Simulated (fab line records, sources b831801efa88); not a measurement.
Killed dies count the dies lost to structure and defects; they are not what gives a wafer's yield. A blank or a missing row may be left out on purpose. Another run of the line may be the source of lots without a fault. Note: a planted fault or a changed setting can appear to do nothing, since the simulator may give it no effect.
Check of tool commonality -- flow gf180mcu -- 13 lots and 39 wafers in the sample

## WHY IT WAS OPENED
2 of 13 lots carry a flag on the reading LVPWELL_RS at GF_VT_IMPLANT_RS_MEAS_48. Wafers without a fault read 1196.6 ohm/sq, standard deviation 2.9.
Rule: a lot is flagged in two cases, either no wafer of it has a number, or all its wafers with numbers fall more than 4 standard deviations from that mean. The rest of the lots are taken to be sound.

lot,measured,on,"LVPWELL_RS (ohm/sq), wafer by wafer",flag
L809,day 7 20:40,film metro-01,1192.8 1194.8 1197.0,
L810,day 8 02:47,film metro-01,1200.2 1194.3 1192.4,
L811,day 8 07:56,film metro-01,1196.1 1194.1 1192.2,
L812,day 8 12:10,film metro-03,1194.9 1195.3 1193.2,
L813,day 8 19:06,film metro-02,1201.3 1196.8 1203.2,
L814,day 9 02:05,film metro-02,1192.3 1198.2 1198.9,
L815,day 9 10:22,film metro-01,1196.2 1195.6 1194.6,
L821,day 10 23:28,film metro-01,1231.5 1229.7 1229.4,FLAGGED
L824,day 12 01:49,film metro-01,1229.3 1227.7 1227.6,FLAGGED
L825,day 12 17:19,film metro-02,1193.0 1195.3 1196.0,
L826,day 12 18:17,film metro-03,1196.4 1199.7 1198.6,
L827,day 13 08:25,film metro-02,1196.3 1194.3 1199.3,
L831,day 14 05:24,film metro-02,1197.1 1197.0 1196.6,
The numbers of the flagged lots are 1229.2 ohm/sq on average: +32.6 ohm/sq against the usual, or +11 standard deviations.

## LOT BY LOT: THE TOOL USED
2 process steps preceding the reading are held in the record, out of 602 steps in the route. In each cell: the tool, then ch and the chambers that the sampled wafers went through, then the start.
lot,flag,GF_STI_STRIP_15,GF_LVPWELL_IMPLANT_08
L809,,"plasma asher-03 ch 0,1, day 2 08:40","implanter-01 ch 0, day 4 04:53"
L810,,"plasma asher-04 ch 0,1, day 2 11:59","implanter-04 ch 0, day 4 10:15"
L811,,"plasma asher-01 ch 0, day 2 16:32","implanter-01 ch 0, day 4 13:19"
L812,,"plasma asher-04 ch 0,1, day 2 21:43","implanter-01 ch 0, day 4 18:23"
L813,,"plasma asher-04 ch 0,1, day 3 02:30","implanter-01 ch 0, day 5 00:18"
L814,,"plasma asher-03 ch 0,1, day 3 08:47","implanter-03 ch 0, day 5 05:39"
L815,,"plasma asher-04 ch 0,1, day 3 14:01","implanter-03 ch 0, day 5 11:21"
L821,FLAGGED,"plasma asher-04 ch 0,1, day 4 20:02","implanter-03 ch 0, day 6 18:00"
L824,FLAGGED,"plasma asher-01 ch 0,1, day 5 11:16","implanter-03 ch 0, day 7 14:40"
L825,,"plasma asher-03 ch 0,1, day 5 18:14","implanter-04 ch 0, day 8 05:00"
L826,,"plasma asher-04 ch 0,1, day 5 22:49","implanter-01 ch 0, day 8 05:25"
L827,,"plasma asher-01 ch 0,1, day 6 05:50","implanter-04 ch 0, day 8 17:45"
L831,,"plasma asher-01 ch 0,1, day 7 03:19","implanter-01 ch 0, day 9 11:18"
What these steps do:
- GF_STI_STRIP_15: strips in O2/N2.
- GF_LVPWELL_IMPLANT_08
- GF_VT_IMPLANT_RS_MEAS_48: measures by four-point-probe.

## FLAGGED OVER TOTAL, TOOL BY TOOL (the gauges that took the reading come last)
step,tool,lots run,flagged,share of the flagged lots,sound lots run after its first flagged lot
GF_STI_STRIP_15,plasma asher-01,4,1,some,"2 (L827,L831)"
GF_STI_STRIP_15,plasma asher-03,3,0,none,-
GF_STI_STRIP_15,plasma asher-04,6,1,some,1 (L826)
GF_LVPWELL_IMPLANT_08,implanter-01,6,0,none,-
GF_LVPWELL_IMPLANT_08,implanter-03,4,2,all,0
GF_LVPWELL_IMPLANT_08,implanter-04,3,0,none,-
GF_VT_IMPLANT_RS_MEAS_48,film metro-01,6,2,all,0
GF_VT_IMPLANT_RS_MEAS_48,film metro-02,5,0,none,-
GF_VT_IMPLANT_RS_MEAS_48,film metro-03,2,0,none,-

## WHAT THE TABLE ALLOWS
Rows of the table that ran all the flagged lots, 2 in number: implanter-03 at GF_LVPWELL_IMPLANT_08; film metro-01 at GF_VT_IMPLANT_RS_MEAS_48.
- implanter-03 at GF_LVPWELL_IMPLANT_08: 2 of its 4 lots flagged. It ran its last sound lot, L815, at day 5 11:21 and its first flagged lot, L821, at day 6 18:00: a fault with its onset between the two fits. Its own readings lie more than 4 standard deviations out on every wafer of the flagged lots: beam energy keV.
- film metro-01 at GF_VT_IMPLANT_RS_MEAS_48: 2 of its 6 lots flagged. It ran its last sound lot, L815, at day 9 10:22 and its first flagged lot, L821, at day 10 23:28: a fault with its onset between the two fits.
Because each of these 2 tools fits a fault that began at some hour, counting lots does not separate them. More lots, or a look at what each step does to the wafer, might.

## WHAT THE SIMULATOR PUT IN
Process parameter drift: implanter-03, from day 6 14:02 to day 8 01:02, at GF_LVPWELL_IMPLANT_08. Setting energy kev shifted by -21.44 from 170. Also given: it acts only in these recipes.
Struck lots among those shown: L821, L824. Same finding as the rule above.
